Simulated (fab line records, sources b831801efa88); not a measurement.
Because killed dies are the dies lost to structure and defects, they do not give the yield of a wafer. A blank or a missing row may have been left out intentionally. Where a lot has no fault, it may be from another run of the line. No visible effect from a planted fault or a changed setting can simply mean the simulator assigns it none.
Which tool was responsible? -- flow gf180mcu -- 15 lots, 45 wafers sampled, at 4 steps of a route of 602

## WHAT THE GAUGES READ, wafer by wafer
GF_M1_OVL_MEAS_15.
lot,measured,on,M1_OVL (nm)
L460,day 17 02:35,overlay-01,1 1 3
L461,day 17 11:58,overlay-01,9 5 1
L462,day 17 22:43,overlay-02,4 -2 -1
L464,day 18 15:37,overlay-01,0 5 -4
L465,day 18 23:31,overlay-01,-3 -8 -8
L468,day 20 04:43,overlay-01,-12 -9 -10
L469,day 20 16:11,overlay-01,-10 -3 -11
L470,day 20 16:55,overlay-02,3 -7 -6
L471,day 21 13:28,overlay-01,-8 -8 -10
L475,day 22 17:43,overlay-02,- - -
L476,day 22 20:49,overlay-01,- - -
L477,day 23 10:52,overlay-02,- - -
L478,day 23 14:52,overlay-02,-7 -1 3
L482,day 24 19:22,overlay-01,5 -11 -5
L483,day 25 05:26,overlay-01,-6 -8 6

## EACH LOT AND THE TOOL THAT RAN IT (in order: tool; ch and the chambers of the sampled wafers; start)
lot,GF_SALICIDE_SPUTTER_03,GF_CONTACT_ETCH_16,GF_M1_PEB_12
L460,"pvdSputter-03, day 15 04:02","rieDiel-03 ch 2,3, day 16 02:52","lithoTrack-03 ch 0, day 17 02:08"
L461,"pvdSputter-03, day 15 11:41","rieDiel-01 ch 1,2,3, day 16 11:52","lithoTrack-03 ch 0, day 17 11:30"
L462,"pvdSputter-01, day 15 22:41","rieDiel-03 ch 0,3, day 16 22:22","lithoTrack-03 ch 0, day 17 22:12"
L464,"pvdSputter-03, day 16 15:11","rieDiel-02 ch 1,2,3, day 17 14:46","lithoTrack-04 ch 0, day 18 15:08"
L465,"pvdSputter-01, day 16 23:11","rieDiel-01 ch 2,3, day 17 23:10","lithoTrack-03 ch 0, day 18 23:03"
L468,"pvdSputter-01, day 18 01:04","rieDiel-03 ch 0,3, day 19 02:50","lithoTrack-02 ch 0, day 20 04:17"
L469,"pvdSputter-03, day 18 13:08","rieDiel-03 ch 1,3, day 19 14:44","lithoTrack-03 ch 0, day 20 15:44"
L470,"pvdSputter-04, day 18 13:19","rieDiel-02 ch 0,3, day 19 15:25","lithoTrack-02 ch 0, day 20 16:27"
L471,"pvdSputter-03, day 19 10:28","rieDiel-03 ch 0,1,3, day 20 11:28","lithoTrack-04 ch 0, day 21 12:59"
L475,"pvdSputter-03, day 20 15:35","rieDiel-03 ch 0,1, day 21 17:37","lithoTrack-04, day 22 17:16"
L476,"pvdSputter-03, day 20 19:14","rieDiel-03 ch 0,2,3, day 21 20:10","lithoTrack-04, day 22 20:20"
L477,"pvdSputter-03, day 21 10:56","rieDiel-02 ch 1,2,3, day 22 11:19","lithoTrack-03, day 23 10:24"
L478,"pvdSputter-03, day 21 15:04","rieDiel-02 ch 0,1,3, day 22 14:44","lithoTrack-02 ch 0, day 23 14:24"
L482,"pvdSputter-01, day 22 19:52","rieDiel-01 ch 0,3, day 23 19:30","lithoTrack-04 ch 0, day 24 18:57"
L483,"pvdSputter-03, day 23 06:21","rieDiel-01 ch 0,3, day 24 06:07","lithoTrack-03 ch 0, day 25 04:59"
- GF_SALICIDE_SPUTTER_03: material TiN, target thk 20 nm, time 16.7 s.
- GF_CONTACT_ETCH_16: etches BARC in N2/H2.
- GF_M1_PEB_12: peb time 90 s.

## AS READ BY THE TOOLS THEMSELVES (means over the sampled wafers that have a number; for cases with no such wafer, the mark the record gives instead)
GF_SALICIDE_SPUTTER_03.
lot,tool,throttleValvePct (%)
L460,pvdSputter-03,30.2
L461,pvdSputter-03,30.1
L462,pvdSputter-01,30.3
L464,pvdSputter-03,30.7
L465,pvdSputter-01,29.2
L468,pvdSputter-01,29.6
L469,pvdSputter-03,30.7
L470,pvdSputter-04,30.4
L471,pvdSputter-03,30.5
L475,pvdSputter-03,29.8
L476,pvdSputter-03,30.6
L477,pvdSputter-03,30.6
L478,pvdSputter-03,30.0
L482,pvdSputter-01,29.2
L483,pvdSputter-03,29.9

GF_CONTACT_ETCH_16.
lot,tool,drypumpMotorCurrentA (A),h2FlowSccm (sccm),n2FlowSccm (sccm),oesProductAu (a.u.),throttleValvePct (%)
L460,rieDiel-03,5.7,200.0,99.68,0.856,13.237
L461,rieDiel-01,5.7,199.8,99.97,0.853,13.224
L462,rieDiel-03,5.9,200.6,99.85,0.853,13.225
L464,rieDiel-02,5.9,199.5,99.95,0.854,13.234
L465,rieDiel-01,5.7,200.4,100.11,0.859,13.222
L468,rieDiel-03,5.9,199.3,99.90,0.855,13.222
L469,rieDiel-03,5.8,200.6,99.81,0.852,13.231
L470,rieDiel-02,5.8,200.7,99.94,0.850,13.224
L471,rieDiel-03,5.8,200.1,99.91,0.851,13.225
L475,rieDiel-03,5.8,200.0,99.87,0.855,13.221
L476,rieDiel-03,5.8,200.4,100.08,0.854,13.235
L477,rieDiel-02,5.9,199.9,99.94,0.851,13.215
L478,rieDiel-02,5.7,199.5,100.05,0.854,13.230
L482,rieDiel-01,5.4,200.9,100.05,0.853,13.230
L483,rieDiel-01,5.7,199.8,99.88,0.858,13.231

GF_M1_PEB_12.
lot,tool,chillPlateTempC (C),exhaustPa (Pa),heaterPowerTotalW (W)
L460,lithoTrack-03,22.97,44.7,85.74
L461,lithoTrack-03,23.14,46.2,85.74
L462,lithoTrack-03,22.95,45.9,85.68
L464,lithoTrack-04,22.97,44.3,85.64
L465,lithoTrack-03,22.88,44.7,85.62
L468,lithoTrack-02,22.87,43.9,85.74
L469,lithoTrack-03,22.96,44.5,85.71
L470,lithoTrack-02,22.88,44.9,85.76
L471,lithoTrack-04,22.99,45.1,85.67
L475,lithoTrack-04,-,-,-
L476,lithoTrack-04,-,-,-
L477,lithoTrack-03,-,-,-
L478,lithoTrack-02,22.90,44.2,85.70
L482,lithoTrack-04,23.12,44.4,85.72
L483,lithoTrack-03,22.92,44.3,85.73

## THE ANSWER, worked out from the rows above alone
Rule: usual is defined by the lots themselves. The widest of any qualifying gaps counts: lots, ordered by their means at a reading, are off when they make up no more than a third of the lots, leave a main group of 4 or more, and stand apart from it by 3 or more times the standard deviation of that group's means. A main group whose means are all the same, to the digits that the tables above print for the reading, isn't used. Also off: a lot with no number at a reading for which 4 or more lots have one. The other lots that the step has rows for count as sound. First the gauges in route order, then the tools' own readings, where a lot's mean is used as printed above. The first step at which some lot is off is used, and at that step the reading that is off furthest; a lot without a number counts as furthest.
Off: L475, L476, L477, seen at GF_M1_OVL_MEAS_15 (M1_OVL). Without a number there: L475, L476, L477. For the main group the mean is -3 nm and the standard deviation 4.4.
A tool fits if, at a process step before that reading, it ran every lot that is off, and no sound lot after the first of them. The gauges at GF_M1_OVL_MEAS_15 aren't tried: what is off there is off at GF_M1_PEB_12 too, on other tools, and a gauge's error can't cause that. None of those tried fits.

## WHAT WAS PUT IN BY THE SIMULATOR
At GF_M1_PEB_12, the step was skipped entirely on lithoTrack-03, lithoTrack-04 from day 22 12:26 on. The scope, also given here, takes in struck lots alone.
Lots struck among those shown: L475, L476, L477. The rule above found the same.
